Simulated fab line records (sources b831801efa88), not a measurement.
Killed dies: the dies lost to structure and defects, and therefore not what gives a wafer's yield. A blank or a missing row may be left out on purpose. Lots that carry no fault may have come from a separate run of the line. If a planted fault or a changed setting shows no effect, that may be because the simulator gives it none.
Which tool did it? + flow gf180mcu + 7 lots, 21 wafers sampled, at 3 steps of a route of 602

== WHAT THE GAUGES READ, wafer by wafer ==
GF_V3_THK_MEAS_25: measures by xrf.
| lot  | measured     | on           | V3_W_THK (nm) |
|------|--------------|--------------|---------------|
| L590 | day 23 07:49 | filmMetro-04 | 355 355 350   |
| L592 | day 24 01:01 | filmMetro-04 | 363 361 360   |
| L594 | day 24 14:47 | filmMetro-02 | 353 354 352   |
| L602 | day 27 11:20 | filmMetro-02 | 347 346 348   |
| L604 | day 28 01:49 | filmMetro-04 | 354 357 352   |
| L607 | day 28 20:14 | filmMetro-02 | 354 351 350   |
| L609 | day 29 04:52 | filmMetro-02 | 353 354 349   |

== TOOL THAT RAN EACH LOT (tool first, then ch and the chambers of the sampled wafers, then the start) ==
| lot  | GF_HV_LDD_IMPLANT_33            | GF_V3_ETCH_17                                |
|------|---------------------------------|----------------------------------------------|
| L590 | implanter-04 ch 0, day 12 05:40 | rieDiel-03 ch 0,2,3, day 23 07:49 or earlier |
| L592 | implanter-01 ch 0, day 12 19:53 | rieDiel-03 ch 0,3, day 24 01:01 or earlier   |
| L594 | implanter-04 ch 0, day 13 12:22 | rieDiel-03 ch 0,2,3, day 24 14:47 or earlier |
| L602 | implanter-02 ch 0, day 16 08:13 | rieDiel-02 ch 0,3, day 27 11:20 or earlier   |
| L604 | implanter-01 ch 0, day 17 01:23 | rieDiel-02 ch 0,1, day 28 01:49 or earlier   |
| L607 | implanter-01 ch 0, day 17 22:46 | rieDiel-03 ch 0,1,2, day 28 20:14 or earlier |
| L609 | implanter-01 ch 0, day 18 09:20 | rieDiel-02 ch 0,1,2, day 29 04:52 or earlier |
- GF_HV_LDD_IMPLANT_33
- GF_V3_ETCH_17: etches SiO2 in C4F8/O2/Ar, stops on TiN, target depth 635 nm.

== THE ANSWER, worked out from the rows above alone ==
Rule: the lots themselves supply what counts as usual. Put in order of their means at a reading, lots are off if they are a third of the lots or fewer, leave a main group of 4 or more, and stand apart from it by a gap of 3 or more times the standard deviation of the main group's means; of several such gaps the widest counts. A main group whose means are all the same, to the digits that the tables above print for the reading, isn't used. A lot without any number at a reading at which 4 lots or more have one is off too. All remaining lots with rows at the step are treated as sound.
No lot is off at any reading shown: from this, nothing can be told.

== WHAT THE SIMULATOR HAD INSERTED ==
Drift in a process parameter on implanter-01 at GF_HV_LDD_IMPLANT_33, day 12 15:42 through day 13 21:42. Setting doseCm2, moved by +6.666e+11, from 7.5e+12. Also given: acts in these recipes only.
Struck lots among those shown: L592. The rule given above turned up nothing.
